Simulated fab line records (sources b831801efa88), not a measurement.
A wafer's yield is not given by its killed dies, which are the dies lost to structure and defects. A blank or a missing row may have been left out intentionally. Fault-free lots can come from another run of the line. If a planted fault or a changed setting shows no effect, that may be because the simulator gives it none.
fab line records -- flow gf180mcu
record: lots: 15, wafers: 45, last_day: 34
route steps=602 shown V3@451 V4@492 MIM@503
lots with no fault: from the same line, run without faults
start_h: hours from the record's first day to the start of the lot's first wafer shown -- wait_h: time in hours since the lot's previous step -- " identical to the entry in the row above -- L1.1+2: one row covering several wafers at once -- - no value, or no start given -- * or withheld: withheld -- < > ~ a bound
route shown NAME@n: a module of which the file shows steps, and the number in the route of the first -- usual: the fault-free wafers' mean and standard deviation -- same: alike in all rows -- chamber/n: place in a boat -- sites: readings site by site -- _std_site: their standard deviation -- _edge_site: inner sites' mean taken away from outer sites' mean -- radius_mm: how far each site lies from the wafer's centre -- mask NAME#n: copy n -- behind: the last tool/chamber to shape the wafer -- hold: the reason the lot was held/the length of the hold in hours/how it ended -- device: whichever transistor did not switch (one of n, p or np) -- end of line: the route-end tests of the same wafers -- a step given without rows: its recipe and nothing more -- killed: the dies lost at the first sort to structure and to defects; this is not the yield of the wafer -- map: a wafer's dies, marking killed ones x, the rest . and places with no die _
set.NAME: the setting as run; set.NAME@STEP: as run at that earlier step -- model.NAME: the simulator's own value behind a step, which no gauge read
a sample of lots followed through the steps of the route, with each step as a table and each wafer as a row
services: the hour from which a tool's chamber was out of use, counted from the record's first day as start_h (under 0 if before that day), plus the number of hours and why
== steps ==
step: GF_V3_SPUTTER_22
recipe: material: TiN, target_thk_nm: 10, chamber_pressure_pa: 5, power_w: 4000, time_s: 40
usual: chamber_pressure_pa: 4.999/0.0095, throttle_valve_pct: 30.3/0.96
lot.wafer,tool,chamber,start_h,wait_h,chamber_pressure_pa,throttle_valve_pct
L762.2,pvd_sputter-03,-,523.58,0.0,5.004,32.3
L762.5,pvd_sputter-03,-,523.58,0.0,5.000,31.7
L762.6,pvd_sputter-03,-,523.58,0.0,4.987,29.2
L763.1,pvd_sputter-02,-,533.24,0.0,4.994,30.1
L763.2,pvd_sputter-02,-,533.24,0.0,4.997,30.8
L763.5,pvd_sputter-02,-,533.24,0.0,4.993,30.3
L764.1,pvd_sputter-03,-,536.93,0.0,5.002,29.8
L764.2,pvd_sputter-03,-,536.93,0.0,4.992,29.5
L764.3,pvd_sputter-03,-,536.93,0.0,5.005,31.9
L765.1,pvd_sputter-02,-,545.77,0.0,4.997,32.0
L765.4,pvd_sputter-02,-,545.77,0.0,5.012,29.2
L765.5,pvd_sputter-02,-,545.77,0.0,5.005,30.3
L767.3,pvd_sputter-01,-,568.93,0.0,5.004,29.9
L767.4,pvd_sputter-01,-,568.93,0.0,5.012,31.5
L767.6,pvd_sputter-01,-,568.93,0.0,5.003,30.2
L768.2,pvd_sputter-02,-,574.28,0.0,4.999,29.1
L768.3,pvd_sputter-02,-,574.28,0.0,4.985,31.7
L768.5,pvd_sputter-02,-,574.28,0.0,4.998,29.3
L769.1,pvd_sputter-03,-,582.15,0.0,5.000,30.0
L769.4,pvd_sputter-03,-,582.15,0.0,4.998,29.6
L769.6,pvd_sputter-03,-,582.15,0.0,4.990,29.6
L770.1,pvd_sputter-02,-,585.76,0.0,5.004,31.6
L770.2,pvd_sputter-02,-,585.76,0.0,4.993,30.1
L770.3,pvd_sputter-02,-,585.76,0.0,4.982,29.5
L771.1,pvd_sputter-03,-,600.67,0.0,4.983,29.5
L771.3,pvd_sputter-03,-,600.67,0.0,5.017,29.4
L771.5,pvd_sputter-03,-,600.67,0.0,4.993,29.4
L773.1,pvd_sputter-01,-,621.73,0.0,5.000,30.1
L773.5,pvd_sputter-01,-,621.73,0.0,4.999,30.3
L773.6,pvd_sputter-01,-,621.73,0.0,5.017,31.2
L774.1,pvd_sputter-01,-,630.62,0.0,4.995,30.0
L774.4,pvd_sputter-01,-,630.62,0.0,5.011,29.4
L774.5,pvd_sputter-01,-,630.62,0.0,5.007,29.4
L779.1,pvd_sputter-03,-,660.94,0.0,4.985,29.2
L779.2,pvd_sputter-03,-,660.94,0.0,5.000,30.2
L779.4,pvd_sputter-03,-,660.94,0.0,4.992,32.1
L781.1,pvd_sputter-03,-,670.96,0.0,5.003,32.1
L781.2,pvd_sputter-03,-,670.96,0.0,4.994,29.5
L781.6,pvd_sputter-03,-,670.96,0.0,4.978,29.6
L782.1,pvd_sputter-01,-,680.09,0.0,5.000,30.2
L782.3,pvd_sputter-01,-,680.09,0.0,5.001,31.6
L782.6,pvd_sputter-01,-,680.09,0.0,5.006,31.6
L784.1,pvd_sputter-01,-,692.49,0.0,5.006,30.2
L784.3,pvd_sputter-01,-,692.49,0.0,5.002,29.8
L784.5,pvd_sputter-01,-,692.49,0.0,5.008,30.1
step: GF_V4_ETCH_16
recipe: chemistry: N2/H2, target_depth_a: withheld, overetch_a: withheld, time_s: withheld, target: BARC, ion_energy_ev: 200, source_w: 500, bias_w: 100, pressure_mtorr: 30, n2_flow_sccm: 100, h2_flow_sccm: 200
usual: bias_w: 100.00/0.29, chamber_pressure_mTorr: 29.999/0.029, drypump_motor_current_A: 5.5/0.38, n2_flow_sccm: 100.0/0.32, oes_product_au: 0.854/0.0046, throttle_valve_pct: 13.225/0.0094
lot.wafer,tool,chamber,start_h,wait_h,bias_w,chamber_pressure_mTorr,drypump_motor_current_A,n2_flow_sccm,oes_product_au,throttle_valve_pct
L762.2,rie_diel-01,0,570.50,0.0,99.91,30.053,5.0,100.4,0.857,13.219
L762.5,rie_diel-01,2,570.50,0.0,100.20,29.987,5.6,100.2,0.854,13.231
L762.6,rie_diel-01,1,570.50,0.0,100.06,29.961,5.6,99.8,0.861,13.212
L763.1,rie_diel-04,2,580.04,0.0,99.86,29.992,6.2,99.8,0.855,13.219
L763.2,rie_diel-04,0,580.04,0.0,100.32,30.024,5.1,100.1,0.860,13.234
L763.5,rie_diel-04,1,580.04,0.0,99.90,29.978,6.2,99.9,0.860,13.238
L764.1,rie_diel-02,0,583.54,0.0,99.62,30.005,5.4,100.6,0.858,13.225
L764.2,rie_diel-02,3,583.54,0.0,100.56,30.030,5.0,100.3,0.855,13.231
L764.3,rie_diel-02,1,583.54,0.0,99.74,30.003,5.6,99.6,0.852,13.221
L765.1,rie_diel-01,2,591.38,0.0,99.14,30.004,5.6,99.8,0.857,13.230
L765.4,rie_diel-01,3,591.38,0.0,99.62,30.035,6.0,100.0,0.851,13.198
L765.5,rie_diel-01,2,591.38,0.0,99.60,29.989,5.6,100.0,0.857,13.231
L767.3,rie_diel-02,1,613.08,0.0,99.78,29.999,5.6,100.5,0.856,13.211
L767.4,rie_diel-02,0,613.08,0.0,100.10,30.031,5.4,99.7,0.852,13.240
L767.6,rie_diel-02,0,613.08,0.0,99.89,29.985,5.4,100.1,0.855,13.213
L768.2,rie_diel-01,1,618.54,0.0,99.89,29.989,5.7,100.2,0.862,13.220
L768.3,rie_diel-01,2,618.54,0.0,99.97,29.987,5.6,99.7,0.859,13.222
L768.5,rie_diel-01,0,618.54,0.0,100.06,30.017,5.0,100.2,0.850,13.214
L769.1,rie_diel-01,0,625.68,0.0,-,-,-,-,-,-
L769.4,rie_diel-01,2,625.68,0.0,-,-,-,-,-,-
L769.6,rie_diel-01,1,625.68,0.0,-,-,-,-,-,-
L770.1,rie_diel-01,1,630.04,0.0,-,-,-,-,-,-
L770.2,rie_diel-01,2,630.04,0.0,-,-,-,-,-,-
L770.3,rie_diel-01,0,630.04,0.0,-,-,-,-,-,-
L771.1,rie_diel-02,2,643.74,0.0,-,-,-,-,-,-
L771.3,rie_diel-02,0,643.74,0.0,-,-,-,-,-,-
L771.5,rie_diel-02,0,643.74,0.0,-,-,-,-,-,-
L773.1,rie_diel-01,3,663.33,0.0,99.87,29.989,6.0,100.1,0.853,13.232
L773.5,rie_diel-01,0,663.33,0.0,100.02,30.010,5.0,100.1,0.855,13.210
L773.6,rie_diel-01,1,663.33,0.0,100.24,30.075,5.6,100.1,0.851,13.226
L774.1,rie_diel-04,3,671.85,0.0,100.09,29.993,5.2,99.9,0.852,13.230
L774.4,rie_diel-04,1,671.85,0.0,100.10,29.976,6.2,100.5,0.859,13.225
L774.5,rie_diel-04,0,671.85,0.0,99.51,29.971,5.1,99.9,0.853,13.233
L779.1,rie_diel-02,0,700.69,0.0,100.17,29.995,5.3,100.4,0.862,13.238
L779.2,rie_diel-02,1,700.69,0.0,100.29,29.942,5.6,100.2,0.851,13.207
L779.4,rie_diel-02,3,700.69,0.0,100.02,29.994,5.0,99.8,0.856,13.220
L781.1,rie_diel-01,0,710.99,0.0,100.20,29.972,5.0,99.6,0.855,13.221
L781.2,rie_diel-01,3,710.99,0.0,99.69,29.957,6.0,100.3,0.863,13.225
L781.6,rie_diel-01,3,710.99,0.0,100.34,29.949,6.0,100.2,0.851,13.202
L782.1,rie_diel-02,2,719.34,0.0,100.20,29.972,5.8,99.6,0.853,13.229
L782.3,rie_diel-02,0,719.34,0.0,100.68,30.042,5.3,99.8,0.857,13.242
L782.6,rie_diel-02,3,719.34,0.0,99.98,29.976,5.0,100.5,0.851,13.215
L784.1,rie_diel-01,3,731.29,0.0,99.98,30.062,6.0,100.3,0.853,13.238
L784.3,rie_diel-01,2,731.29,0.0,100.46,29.946,5.6,99.9,0.852,13.210
L784.5,rie_diel-01,3,731.29,0.0,100.15,29.999,6.0,99.6,0.850,13.234
step: GF_V4_ETCH_17
recipe: chemistry: C4F8/O2/Ar, mask_material: KrF, target: SiO2, stop_on: TiN, source_w: 1500, bias_w: 1200, pressure_mtorr: 40, c4f8_flow_sccm: withheld, O2_flow_sccm: 6, Ar_flow_sccm: 300, time_s: withheld, target_depth_a: 6300
usual: bias_w: 1200/3.4, chamber_pressure_mTorr: 40.00/0.036, oes_product_au: 0.856/0.0046
lot.wafer,tool,chamber,start_h,wait_h,bias_w,chamber_pressure_mTorr,oes_product_au
L762.2,rie_diel-01,0,-,-,1202,39.97,0.857
L762.5,rie_diel-01,2,-,-,1199,40.00,0.858
L762.6,rie_diel-01,1,-,-,1196,40.00,0.854
L763.1,rie_diel-04,2,-,-,1192,40.00,0.864
L763.2,rie_diel-04,0,-,-,1200,39.92,0.863
L763.5,rie_diel-04,1,-,-,1197,40.01,0.856
L764.1,rie_diel-02,0,-,-,1200,39.94,0.856
L764.2,rie_diel-02,3,-,-,1201,40.05,0.856
L764.3,rie_diel-02,1,-,-,1204,39.99,0.851
L765.1,rie_diel-01,2,-,-,1197,39.97,0.851
L765.4,rie_diel-01,3,-,-,1200,40.01,0.852
L765.5,rie_diel-01,2,-,-,1202,40.02,0.852
L767.3,rie_diel-02,1,-,-,1203,40.02,0.866
L767.4,rie_diel-02,0,-,-,1201,40.02,0.852
L767.6,rie_diel-02,0,-,-,1200,40.01,0.858
L768.2,rie_diel-01,1,-,-,1203,39.99,0.849
L768.3,rie_diel-01,2,-,-,1198,39.97,0.856
L768.5,rie_diel-01,1,-,-,1202,40.02,0.864
L769.1,rie_diel-01,0,-,-,1201,40.00,0.374
L769.4,rie_diel-01,2,-,-,1192,40.03,0.375
L769.6,rie_diel-01,1,-,-,1199,39.94,0.376
L770.1,rie_diel-01,1,-,-,1209,40.01,0.380
L770.2,rie_diel-01,2,-,-,1198,40.00,0.383
L770.3,rie_diel-01,0,-,-,1202,39.97,0.376
L771.1,rie_diel-02,2,-,-,1199,39.97,0.375
L771.3,rie_diel-02,0,-,-,1194,39.94,0.379
L771.5,rie_diel-02,0,-,-,1199,39.98,0.376
L773.1,rie_diel-01,3,-,-,1203,40.03,0.859
L773.5,rie_diel-01,0,-,-,1198,40.01,0.855
L773.6,rie_diel-01,1,-,-,1198,40.03,0.855
L774.1,rie_diel-04,3,-,-,1201,39.98,0.857
L774.4,rie_diel-04,1,-,-,1203,40.00,0.853
L774.5,rie_diel-04,0,-,-,1202,40.01,0.853
L779.1,rie_diel-02,0,-,-,1198,40.06,0.861
L779.2,rie_diel-02,1,-,-,1200,39.97,0.857
L779.4,rie_diel-02,3,-,-,1201,40.02,0.860
L781.1,rie_diel-01,0,-,-,1200,40.00,0.846
L781.2,rie_diel-01,3,-,-,1201,40.04,0.854
L781.6,rie_diel-01,3,-,-,1196,40.01,0.858
L782.1,rie_diel-02,2,-,-,1197,40.01,0.844
L782.3,rie_diel-02,0,-,-,1203,40.02,0.857
L782.6,rie_diel-02,3,-,-,1200,39.99,0.865
L784.1,rie_diel-01,3,-,-,1208,40.06,0.854
L784.3,rie_diel-01,2,-,-,1199,40.02,0.868
L784.5,rie_diel-01,3,-,-,1202,39.99,0.852
step: GF_V4_STRIP_18
recipe: chemistry: O2/N2, power_w: 1400, pressure_mtorr: 1500, platen_temp_c: 250, o2_flow_sccm: 3000, n2_flow_sccm: 300, overash_fraction: 0.5
usual: drypump_motor_current_A: 5.8/0.53, heater_power_w: 318/16, n2_flow_sccm: 300.0/0.83, oes_product_au: 0.592/0.0047
lot.wafer,tool,chamber,start_h,wait_h,drypump_motor_current_A,heater_power_w,n2_flow_sccm,oes_product_au,rf_hours_counter_h
L762.2,plasma_asher-04,1,570.63,-,5.3,300,299.5,0.587,15
L762.5,plasma_asher-04,0,570.63,-,5.0,351,299.6,0.588,-
L762.6,plasma_asher-04,1,570.63,-,5.3,316,299.2,0.596,-
L763.1,plasma_asher-02,1,580.17,-,6.0,316,300.4,0.596,97
L763.2,plasma_asher-02,0,580.17,-,6.3,303,299.6,0.590,97
L763.5,plasma_asher-02,1,580.17,-,5.9,317,299.0,0.589,-
L764.1,plasma_asher-04,1,583.67,-,5.3,307,300.7,0.593,17
L764.2,plasma_asher-04,0,583.67,-,4.9,340,300.1,0.604,17
L764.3,plasma_asher-04,0,583.67,-,4.9,344,299.3,0.594,-
L765.1,plasma_asher-02,0,591.51,-,6.3,306,300.7,0.591,98
L765.4,plasma_asher-02,0,591.51,-,6.3,298,299.9,0.599,-
L765.5,plasma_asher-02,1,591.51,-,5.9,319,300.7,0.588,-
L767.3,plasma_asher-01,0,613.25,-,4.8,341,299.6,0.595,-
L767.4,plasma_asher-01,1,613.25,-,5.6,306,299.2,0.580,-
L767.6,plasma_asher-01,1,613.25,-,5.6,309,300.0,0.593,-
L768.2,plasma_asher-02,1,618.67,-,6.0,330,299.1,0.595,101
L768.3,plasma_asher-02,0,618.67,-,6.3,303,298.6,0.589,-
L768.5,plasma_asher-02,1,618.67,-,6.0,323,300.6,0.589,-
L769.1,plasma_asher-02,1,625.81,-,5.9,329,298.5,0.604,101
L769.4,plasma_asher-02,1,625.81,-,6.0,334,299.9,0.614,-
L769.6,plasma_asher-02,0,625.81,-,6.3,306,300.0,0.614,-
L770.1,plasma_asher-02,0,630.17,-,6.3,305,298.6,0.611,102
L770.2,plasma_asher-02,1,630.17,-,5.9,313,300.1,0.602,102
L770.3,plasma_asher-02,1,630.17,-,6.0,317,302.6,0.613,-
L771.1,plasma_asher-04,1,643.87,-,5.3,315,300.0,0.615,23
L771.3,plasma_asher-04,1,643.87,-,5.3,306,299.8,0.602,-
L771.5,plasma_asher-04,1,643.87,-,5.3,299,299.9,0.613,-
L773.1,plasma_asher-02,1,663.46,-,6.0,324,301.3,0.595,105
L773.5,plasma_asher-02,1,663.46,-,5.9,318,300.9,0.587,-
L773.6,plasma_asher-02,0,663.46,-,6.3,303,300.4,0.595,-
L774.1,plasma_asher-01,1,671.98,-,5.5,309,300.3,0.595,81
L774.4,plasma_asher-01,1,671.98,-,5.6,311,299.7,0.594,-
L774.5,plasma_asher-01,1,671.98,-,5.5,304,299.2,0.594,-
L779.1,plasma_asher-02,1,700.82,-,6.0,315,299.3,0.591,110
L779.2,plasma_asher-02,0,700.82,-,6.3,303,300.3,0.597,110
L779.4,plasma_asher-02,1,700.82,-,6.0,323,300.9,0.588,-
L781.1,plasma_asher-02,0,711.12,-,6.3,296,299.9,0.583,112
L781.2,plasma_asher-02,1,711.12,-,6.0,327,299.1,0.588,112
L781.6,plasma_asher-02,0,711.12,-,6.3,306,300.3,0.602,-
L782.1,plasma_asher-01,1,719.47,-,5.6,313,301.4,0.590,88
L782.3,plasma_asher-01,1,719.47,-,5.6,304,299.0,0.593,-
L782.6,plasma_asher-01,1,719.47,-,5.6,312,300.1,0.593,-
L784.1,plasma_asher-02,0,731.42,-,6.3,303,301.0,0.600,114
L784.3,plasma_asher-02,0,731.42,-,6.3,305,299.7,0.596,-
L784.5,plasma_asher-02,1,731.42,-,5.9,322,301.1,0.593,-
step: GF_V4_CVD_23
recipe: material: W, target_thk_nm: 350, time_s: 104.9, temp_c: 400, pressure_torr: 40
usual: heater_power_w: 788/110
lot.wafer,tool,chamber,start_h,wait_h,heater_power_w
L762.2,cvd_w-01,1,571.27,0.0,768
L762.5,cvd_w-01,1,571.27,0.0,731
L762.6,cvd_w-01,0,571.27,0.0,719
L763.1,cvd_w-01,0,580.82,0.0,738
L763.2,cvd_w-01,1,580.82,0.0,739
L763.5,cvd_w-01,1,580.82,0.0,755
L764.1,cvd_w-01,1,584.31,0.0,746
L764.2,cvd_w-01,0,584.31,0.0,731
L764.3,cvd_w-01,1,584.31,0.0,760
L765.1,cvd_w-02,0,592.15,0.0,717
L765.4,cvd_w-02,1,592.15,0.0,978
L765.5,cvd_w-02,0,592.15,0.0,734
L767.3,cvd_w-02,0,613.91,0.1,706
L767.4,cvd_w-02,1,613.91,0.1,966
L767.6,cvd_w-02,0,613.91,0.1,699
L768.2,cvd_w-02,1,619.31,0.0,995
L768.3,cvd_w-02,0,619.31,0.0,732
L768.5,cvd_w-02,1,619.31,0.0,981
L769.1,cvd_w-01,0,626.48,0.0,735
L769.4,cvd_w-01,1,626.48,0.0,729
L769.6,cvd_w-01,1,626.48,0.0,740
L770.1,cvd_w-02,1,630.84,0.0,1001
L770.2,cvd_w-02,0,630.84,0.0,707
L770.3,cvd_w-02,0,630.84,0.0,729
L771.1,cvd_w-01,0,644.57,0.0,730
L771.3,cvd_w-01,0,644.57,0.0,732
L771.5,cvd_w-01,1,644.57,0.0,748
L773.1,cvd_w-02,1,664.10,0.0,990
L773.5,cvd_w-02,0,664.10,0.0,717
L773.6,cvd_w-02,1,664.10,0.0,962
L774.1,cvd_w-01,1,672.62,0.0,744
L774.4,cvd_w-01,0,672.62,0.0,732
L774.5,cvd_w-01,1,672.62,0.0,741
L779.1,cvd_w-02,0,701.46,0.0,707
L779.2,cvd_w-02,1,701.46,0.0,998
L779.4,cvd_w-02,0,701.46,0.0,691
L781.1,cvd_w-01,0,711.79,0.0,730
L781.2,cvd_w-01,1,711.79,0.0,741
L781.6,cvd_w-01,0,711.79,0.0,737
L782.1,cvd_w-01,0,720.11,0.0,723
L782.3,cvd_w-01,1,720.11,0.0,728
L782.6,cvd_w-01,1,720.11,0.0,734
L784.1,cvd_w-01,1,732.06,0.0,743
L784.3,cvd_w-01,0,732.06,0.0,728
L784.5,cvd_w-01,1,732.06,0.0,768
step: GF_MIM_SPUTTER_00
recipe: material: Ti, target_thk_nm: 37.5, arriving_ion_energy_ev: 80, substrate_temp_c: 200, chamber_pressure_pa: 2, power_w: 4000, time_s: 150
usual: chamber_pressure_pa: 2.000/0.004, throttle_valve_pct: 29.8/1.1
lot.wafer,tool,chamber,start_h,wait_h,chamber_pressure_pa,throttle_valve_pct
L762.2,pvd_sputter-01,-,571.86,0.1,1.996,29.3
L762.5,pvd_sputter-01,-,571.86,0.1,1.995,29.3
L762.6,pvd_sputter-01,-,571.86,0.1,1.996,31.7
L763.1,pvd_sputter-04,-,581.41,0.1,2.007,30.7
L763.2,pvd_sputter-04,-,581.41,0.1,1.997,28.7
L763.5,pvd_sputter-04,-,581.41,0.1,2.003,28.8
L764.1,pvd_sputter-01,-,584.90,0.2,1.999,30.1
L764.2,pvd_sputter-01,-,584.90,0.2,2.001,30.3
L764.3,pvd_sputter-01,-,584.90,0.2,1.993,31.8
L765.1,pvd_sputter-04,-,592.74,0.1,2.006,28.5
L765.4,pvd_sputter-04,-,592.74,0.1,2.001,28.2
L765.5,pvd_sputter-04,-,592.74,0.1,2.002,28.5
L767.3,pvd_sputter-01,-,614.47,0.1,1.997,31.7
L767.4,pvd_sputter-01,-,614.47,0.1,1.994,30.4
L767.6,pvd_sputter-01,-,614.47,0.1,1.995,31.4
L768.2,pvd_sputter-04,-,619.90,0.2,2.004,28.6
L768.3,pvd_sputter-04,-,619.90,0.2,2.005,28.8
L768.5,pvd_sputter-04,-,619.90,0.2,2.001,28.9
L773.1,pvd_sputter-04,-,664.70,0.2,2.003,30.6
L773.5,pvd_sputter-04,-,664.70,0.2,2.001,30.5
L773.6,pvd_sputter-04,-,664.70,0.2,2.001,28.8
L774.1,pvd_sputter-02,-,673.21,0.2,2.001,29.5
L774.4,pvd_sputter-02,-,673.21,0.2,2.001,30.2
L774.5,pvd_sputter-02,-,673.21,0.2,2.006,30.1
L779.1,pvd_sputter-04,-,702.05,0.1,1.999,28.7
L779.2,pvd_sputter-04,-,702.05,0.1,1.999,28.9
L779.4,pvd_sputter-04,-,702.05,0.1,2.004,30.3
L781.1,pvd_sputter-04,-,712.74,0.1,1.997,28.3
L781.2,pvd_sputter-04,-,712.74,0.1,2.002,30.2
L781.6,pvd_sputter-04,-,712.74,0.1,2.009,29.0
L782.1,pvd_sputter-04,-,720.93,0.1,1.992,30.5
L782.3,pvd_sputter-04,-,720.93,0.1,1.997,28.8
L782.6,pvd_sputter-04,-,720.93,0.1,2.003,28.8
L784.1,pvd_sputter-04,-,732.65,0.2,2.000,28.6
L784.3,pvd_sputter-04,-,732.65,0.2,1.997,30.2
L784.5,pvd_sputter-04,-,732.65,0.2,2.004,28.8
== services ==
tool,chamber,start_h,hours,kind
pvd_sputter-02,-,499.78,7.5,repair
cvd_w-02,-,501.20,6.9,pm
pvd_sputter-01,-,505.20,2.9,repair
rie_diel-01,1,515.87,4.7,repair
rie_diel-01,3,522.98,9.0,repair
pvd_sputter-01,-,535.17,1.9,repair
rie_diel-01,1,536.02,7.9,repair
rie_diel-01,0,539.48,18.9,repair
rie_diel-01,2,543.88,19.3,repair
rie_diel-01,3,553.85,4.4,repair
cvd_w-01,1,564.65,3.8,repair
rie_diel-01,-,564.71,4.7,repair
rie_diel-02,2,596.75,1.4,repair
pvd_sputter-02,-,619.51,12.8,repair
cvd_w-01,-,628.69,0.3,repair
rie_diel-02,2,637.39,2.9,repair
cvd_w-01,-,639.73,1.1,repair
cvd_w-01,1,654.34,14.7,repair
rie_diel-02,-,654.51,2.8,pm
plasma_asher-02,-,656.66,4.0,repair
pvd_sputter-03,-,679.67,0.6,repair
plasma_asher-02,-,685.70,0.8,repair
cvd_w-01,-,687.62,6.0,pm
rie_diel-01,1,716.05,2.7,repair
== key ==
first_sign: step: GF_V4_ETCH_16, reading: tool_record, direction: missing
effect: step: GF_V4_ETCH_17, reading: oes_product_au, direction: down, sigmas: 99+, usual: 0.856, struck: 0.377
effect: step: GF_V4_STRIP_18, reading: oes_product_au, direction: up, sigmas: 3.7, usual: 0.592, struck: 0.610
met_at GF_V4_ETCH_16
struck_lots L769,L770,L771
later_rows_left_out L769.1,L769.4,L769.6,L770.1,L770.2,L770.3,L771.1,L771.3,L771.5
sort_left_out L769.1,L769.4,L769.6,L770.1,L770.2,L770.3,L771.1,L771.3,L771.5
not_acting_at GF_V3_SPUTTER_22,GF_V4_CVD_23,GF_MIM_SPUTTER_00
onset_between 618.54 625.68
fault: kind: skipped_step_whole, tool: rie_diel-01,rie_diel-02, chamber: -, onset_h: 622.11, steps: GF_V4_ETCH_16, scope: struck_lots_only
sort_left_out: the simulated sort isn't trusted on such a fault, so these wafers' sort isn't shown, and their yield isn't known
later_rows_left_out: the simulator's readings of these wafers behind a module that went badly wrong aren't trusted and aren't shown, but for the sort
